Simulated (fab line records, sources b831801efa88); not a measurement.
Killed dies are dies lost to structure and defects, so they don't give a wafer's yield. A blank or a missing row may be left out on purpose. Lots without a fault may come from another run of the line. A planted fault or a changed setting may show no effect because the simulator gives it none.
Which tool did it? | flow sky130 | 15 lots, 45 wafers sampled, at 3 steps of a route of 708

WHAT THE GAUGES READ, wafer by wafer
SKY_SD_P_CD_MEAS_07: target cd 380 nm.
lot  | measured     | on        | cd_nm (nm)
L532 | day 25 13:32 | cd_sem-02 | 380.7 381.3 384.3
L533 | day 26 07:33 | cd_sem-01 | 379.9 380.8 384.0
L534 | day 27 01:54 | cd_sem-02 | 377.9 378.8 377.0
L537 | day 27 17:06 | cd_sem-02 | - - -
L539 | day 27 22:59 | cd_sem-02 | - - -
L538 | day 27 23:55 | cd_sem-02 | - - -
L540 | day 28 12:14 | cd_sem-01 | 382.8 382.5 381.5
L546 | day 30 21:18 | cd_sem-02 | 379.1 378.8 377.9
L548 | day 31 01:38 | cd_sem-01 | 381.4 380.1 378.6
L549 | day 31 07:59 | cd_sem-01 | 376.2 378.5 378.6
L550 | day 31 22:43 | cd_sem-01 | 377.7 377.1 376.9
L551 | day 31 23:20 | cd_sem-01 | 378.7 379.0 379.6
L553 | day 32 15:02 | cd_sem-01 | 377.6 377.6 378.7
L554 | day 33 00:00 | cd_sem-01 | 380.4 378.7 379.6
L555 | day 33 07:03 | cd_sem-02 | 380.8 380.7 379.3

SKY_RES_XHIGH_TW_MEAS_09.
lot  | measured     | on            | RES_XHIGH_TW
L532 | day 26 18:18 | film_metro-04 | 1610 1605 1607
L533 | day 27 13:03 | film_metro-01 | 1625 1620 1626
L534 | day 28 06:17 | film_metro-04 | 1636 1630 1639
L537 | day 28 22:40 | film_metro-04 | 2891 2877 2884 2873 2874 2887
L539 | day 29 03:33 | film_metro-01 | 2857 2867 2867 2868 2845 2864
L538 | day 29 04:18 | film_metro-04 | 2871 2885 2860 2873 2868 2874
L540 | day 29 17:01 | film_metro-04 | 1642 1637 1643
L546 | day 32 00:32 | film_metro-02 | 1634 1639 1632
L548 | day 32 05:41 | film_metro-04 | 1640 1636 1642
L549 | day 32 11:28 | film_metro-01 | 1618 1631 1630
L550 | day 33 01:49 | film_metro-01 | 1626 1621 1615
L551 | day 33 02:45 | film_metro-01 | 1616 1621 1623
L553 | day 33 17:03 | film_metro-02 | 1635 1628 1642
L554 | day 34 02:20 | film_metro-01 | 1625 1621 1616
L555 | day 34 11:05 | film_metro-04 | 1634 1642 1636

WHICH TOOL RAN EACH LOT (tool, then ch and the chambers of the sampled wafers, then the start)
lot  | SKY_SD_P_COAT_02
L532 | litho_track-01 ch 0, day 24 22:45
L533 | litho_track-04 ch 0, day 25 17:20
L534 | litho_track-04 ch 0, day 26 10:41
L537 | litho_track-04, day 27 03:48
L539 | litho_track-04, day 27 08:53
L538 | litho_track-04, day 27 09:27
L540 | litho_track-04 ch 0, day 27 21:42
L546 | litho_track-04 ch 0, day 30 07:11
L548 | litho_track-02 ch 0, day 30 11:35
L549 | litho_track-04 ch 0, day 30 18:29
L550 | litho_track-04 ch 0, day 31 08:35
L551 | litho_track-04 ch 0, day 31 09:08
L553 | litho_track-01 ch 0, day 32 01:21
L554 | litho_track-04 ch 0, day 32 10:24
L555 | litho_track-02 ch 0, day 32 18:07
- SKY_SD_P_COAT_02: resist thk 1140 nm.

WHAT THE TOOLS THEMSELVES READ (means of the sampled wafers that have a number; where no wafer has one, the mark that the record gives instead)
SKY_SD_P_COAT_02.
lot  | tool           | chill_plate_temp_C (C) | dispense_pressure_kPa (kPa)
L532 | litho_track-01 | 23.10                  | 46.7
L533 | litho_track-04 | 23.03                  | 47.3
L534 | litho_track-04 | 23.11                  | 47.3
L537 | litho_track-04 | -                      | -
L539 | litho_track-04 | -                      | -
L538 | litho_track-04 | -                      | -
L540 | litho_track-04 | 22.81                  | 47.4
L546 | litho_track-04 | 23.07                  | 47.4
L548 | litho_track-02 | 22.90                  | 50.1
L549 | litho_track-04 | 23.01                  | 47.4
L550 | litho_track-04 | 22.93                  | 47.4
L551 | litho_track-04 | 23.04                  | 47.4
L553 | litho_track-01 | 22.94                  | 46.6
L554 | litho_track-04 | 22.93                  | 47.4
L555 | litho_track-02 | 22.96                  | 50.1

THE ANSWER, worked out from the rows above alone
Rule: what is usual is taken from the lots themselves. Put in order of their means at a reading, lots are off if they are a third of the lots or fewer, leave a main group of 4 or more, and stand apart from it by a gap of 3 or more times the standard deviation of the main group's means; of several such gaps the widest counts. A main group whose means are all the same, to the digits that the tables above print for the reading, isn't used. A lot without any number at a reading at which 4 lots or more have one is off too. The other lots that the step has rows for count as sound. The gauges are gone through in route order, then the tools' own readings, and for those a lot's mean is taken as printed above. The first step at which some lot is off is used, and at that step the reading that is off furthest; a lot without a number counts as furthest.
Off: L537, L539, L538, at SKY_SD_P_CD_MEAS_07 (cd_nm). Without a number there: L537, L539, L538. The main group: mean 379.5 nm, standard deviation 1.7.
A tool fits if, at a process step before that reading, it ran every lot that is off, and no sound lot after the first of them. The gauges at SKY_SD_P_CD_MEAS_07 aren't tried: what is off there is off at SKY_RES_XHIGH_TW_MEAS_09 too, on other tools, and a gauge's error can't cause that. None of those tried fits.

WHAT THE SIMULATOR HAD PUT IN
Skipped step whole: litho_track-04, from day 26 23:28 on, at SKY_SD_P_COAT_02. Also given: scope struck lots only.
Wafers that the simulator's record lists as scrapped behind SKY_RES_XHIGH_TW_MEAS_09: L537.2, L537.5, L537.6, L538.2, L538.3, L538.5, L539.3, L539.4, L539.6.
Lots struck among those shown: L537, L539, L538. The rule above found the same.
